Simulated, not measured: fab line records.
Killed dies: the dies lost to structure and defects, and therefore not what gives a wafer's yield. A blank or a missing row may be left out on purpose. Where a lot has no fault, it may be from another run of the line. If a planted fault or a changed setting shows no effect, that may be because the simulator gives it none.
Chamber matching ; flow sky130 ; SKY_FIELD_ISO_ETCH_17 on rie_si-02 has 4 sister chambers
The step etches Si in HBr/Cl2/O2, target depth 342 nm, time 97.7 s. 8 wafers are shown with their chamber, then 8 later ones without.

== WAFERS PAIRED WITH THEIR CHAMBERS ==
wafer;chamber;drypump_motor_current_A (A);run_length_s (s)
L278.6;2;6.6;125.2
L279.2;1;5.1;125.5
L279.4;3;5.5;126.1
L282.1;3;5.6;126.1
L282.3;1;5.1;125.7
L285.3;0;6.0;126.2
L285.6;2;6.6;125.6
L287.3;0;6.0;125.9

== WAFERS WITHOUT THEIR CHAMBER ==
wafer;drypump_motor_current_A (A);run_length_s (s)
L287.4;5.5;126.1
L287.6;5.1;125.4
L288.1;6.5;125.7
L288.4;5.5;126.1
L288.5;5.1;125.7
L289.1;6.5;125.2
L289.4;6.0;125.8
L289.6;6.5;125.7

== EACH ONE'S CHAMBER ==
wafer;from the rows above;in truth
L287.4;3;3
L287.6;1;1
L288.1;2;2
L288.4;3;3
L288.5;1;1
L289.1;2;2
L289.4;0;0
L289.6;2;2
Correctly placed: 8 of 8. Number that these rows cannot place: 0. Number placed wrongly: 0.
How it was worked out, from the rows above alone: a wafer's distance from a chamber is the root of the sum, over the readings, of the square of ((its reading less the chamber's mean) divided by the reading's scatter). If the next closest chamber is less than 2 further off than the closest, the wafer can't be placed; otherwise it belongs to the closest. The mean given for a chamber averages the wafers shown for that chamber. The scatter: the root of (the sum of the squares of (reading less its chamber's mean) over the shown wafers, divided by (wafers less chambers)).
